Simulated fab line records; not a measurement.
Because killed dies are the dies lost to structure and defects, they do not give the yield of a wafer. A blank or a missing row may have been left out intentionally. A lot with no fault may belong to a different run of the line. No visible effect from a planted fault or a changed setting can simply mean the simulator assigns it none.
Matching of chambers | flow gf180mcu | 4 sister chambers for GF_V1_CMP_26 on cmp-01
The step polishes, stops on SiO2, t overpolish 15 s, target thk 0 nm. 16 wafers are shown with their chamber, then 8 later ones without.

== EACH WAFER AND ITS CHAMBER ==
wafer  | chamber | time_to_endpoint_s (s) | motor_current_A (A) | overpolish_run_s (s)
L714.1 | 2       | 90                     | 11.4                | 14.999
L714.2 | 3       | 84                     | 10.1                | 15.003
L714.4 | 0       | 82                     | 11.3                | 15.010
L718.1 | 0       | 81                     | 11.1                | 15.004
L718.2 | 1       | 96                     | 12.0                | 14.988
L718.3 | 2       | 91                     | 11.4                | 15.012
L722.1 | 3       | 83                     | 10.6                | 14.998
L722.2 | 0       | 81                     | 11.3                | 15.010
L722.3 | 1       | 91                     | 11.7                | 15.008
L730.4 | 3       | 86                     | 10.0                | 14.998
L730.5 | 1       | 90                     | 11.0                | 14.984
L730.6 | 2       | 85                     | 11.1                | 15.012
L732.2 | 0       | 84                     | 11.0                | 15.009
L732.3 | 2       | 86                     | 10.4                | 15.014
L732.5 | 1       | 93                     | 11.9                | 15.007
L734.4 | 1       | 90                     | 12.2                | 14.994

SIGNATURES (means of the wafers above)
reading            | chamber 0 | chamber 1 | chamber 2 | chamber 3 | scatter within a chamber
time_to_endpoint_s | 82.00     | 92.00     | 88.00     | 84.33     | 2.29
motor_current_A    | 11.175    | 11.760    | 11.075    | 10.233    | 0.387
overpolish_run_s   | 15.00825  | 14.99620  | 15.00925  | 14.99967  | 0.00742
Rule: a wafer lies at a distance from a chamber equal to the root of the sum of squares, over the readings, of (its reading less the chamber's mean, divided by the reading's scatter). The wafer belongs to the nearest chamber; if the next one is less than 2 further off, it can't be placed. How the scatter is found: for the shown wafers, subtract from each reading the mean of its chamber, square and add these, divide the total by (wafers less chambers), then take the root.

== WAFERS WITH NO CHAMBER GIVEN ==
wafer  | time_to_endpoint_s (s) | motor_current_A (A) | overpolish_run_s (s)
L734.5 | 82                     | 10.6                | 15.005
L734.6 | 91                     | 11.6                | 15.007
L735.1 | 90                     | 12.0                | 15.003
L735.3 | 80                     | 10.4                | 15.006
L735.4 | 85                     | 10.1                | 15.005
L736.2 | 89                     | 11.1                | 15.000
L736.3 | 84                     | 11.1                | 15.006
L736.5 | 89                     | 11.3                | 15.016

== CHAMBER TAKEN BY EACH ==
wafer  | from the rows above               | in truth
L734.5 | can't be placed: 0 or 3 or 2      | 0
L734.6 | can't be placed: 1 or 2           | 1
L735.1 | can't be placed: 1 or 2           | 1
L735.3 | can't be placed: 3 or 0 or 2      | 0
L735.4 | 3                                 | 3
L736.2 | can't be placed: 2 or 1 or 3 or 0 | 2
L736.3 | can't be placed: 0 or 2 or 3      | 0
L736.5 | 2                                 | 2
Placed correctly: 2 of 8. Cannot be placed on the basis of these rows: 6; the candidates contain the true chamber in 6. Wrongly placed: 0.
